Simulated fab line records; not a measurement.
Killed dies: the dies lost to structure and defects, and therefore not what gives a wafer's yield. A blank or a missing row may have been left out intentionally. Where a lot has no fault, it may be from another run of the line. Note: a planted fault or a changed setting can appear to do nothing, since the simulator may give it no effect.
Matching of chambers + flow sky130 + cmp-01 running SKY_FIELD_ISO_CMP_27: 4 sister chambers
The step polishes, stops on Si3N4, t overpolish 16 s, target thk 457.8 nm. 14 wafers are shown with their chamber, then 7 later ones without.

WAFERS WITH THEIR CHAMBER
| wafer  | chamber | motor current A (A) | time to endpoint s (s) | overpolish run s (s) |
|--------|---------|---------------------|------------------------|----------------------|
| L813.3 | 0       | 11.2                | 111                    | 16.010               |
| L813.4 | 2       | 11.1                | 111                    | 15.998               |
| L813.6 | 0       | 11.0                | 112                    | 15.999               |
| L817.1 | 0       | 11.2                | 107                    | 16.003               |
| L817.2 | 2       | 11.2                | 114                    | 16.012               |
| L817.3 | 3       | 13.5                | 110                    | 15.986               |
| L820.1 | 0       | 11.3                | 108                    | 15.991               |
| L820.3 | 3       | 13.9                | 112                    | 15.996               |
| L820.5 | 2       | 10.7                | 112                    | 16.004               |
| L826.1 | 3       | 13.4                | 111                    | 16.014               |
| L826.3 | 1       | 10.3                | 107                    | 16.005               |
| L826.6 | 1       | 10.2                | 112                    | 16.003               |
| L829.1 | 3       | 14.2                | 118                    | 15.978               |
| L829.3 | 0       | 11.3                | 108                    | 16.005               |

SIGNATURES, as means of the wafers listed above
| reading            | chamber 0 | chamber 1 | chamber 2 | chamber 3 | scatter within a chamber |
|--------------------|-----------|-----------|-----------|-----------|--------------------------|
| motor current A    | 11.200    | 10.250    | 11.000    | 13.750    | 0.248                    |
| time to endpoint s | 109.20    | 109.50    | 112.33    | 112.75    | 2.73                     |
| overpolish run s   | 16.00160  | 16.00400  | 16.00467  | 15.99350  | 0.0101                   |
Rule: distance of a wafer from a chamber = root of the sum over the readings of ((wafer's reading minus chamber's mean) / reading's scatter) squared. The wafer belongs to the nearest chamber; if the next one is less than 2 further off, it can't be placed. How the scatter is found: for the shown wafers, subtract from each reading the mean of its chamber, square and add these, divide the total by (wafers less chambers), then take the root.

WAFERS WHOSE CHAMBER IS MISSING
| wafer  | motor current A (A) | time to endpoint s (s) | overpolish run s (s) |
|--------|---------------------|------------------------|----------------------|
| L829.5 | 10.6                | 112                    | 15.999               |
| L831.1 | 10.4                | 114                    | 15.997               |
| L831.2 | 11.5                | 113                    | 15.999               |
| L831.4 | 11.2                | 112                    | 15.999               |
| L832.4 | 10.7                | 106                    | 16.009               |
| L832.5 | 13.7                | 108                    | 16.006               |
| L832.6 | 11.5                | 106                    | 16.001               |

WHICH CHAMBER EACH WENT THROUGH
| wafer  | from the rows above          | in truth |
|--------|------------------------------|----------|
| L829.5 | can't be placed: 2 or 1 or 0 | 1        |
| L831.1 | can't be placed: 1 or 2 or 0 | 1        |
| L831.2 | can't be placed: 0 or 2      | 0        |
| L831.4 | can't be placed: 2 or 0      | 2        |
| L832.4 | can't be placed: 1 or 0 or 2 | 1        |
| L832.5 | 3                            | 3        |
| L832.6 | can't be placed: 0 or 2      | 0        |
Correctly placed: 1 of 7. Cannot be placed on the basis of these rows: 6; the candidates contain the true chamber in 6. Number placed wrongly: 0.
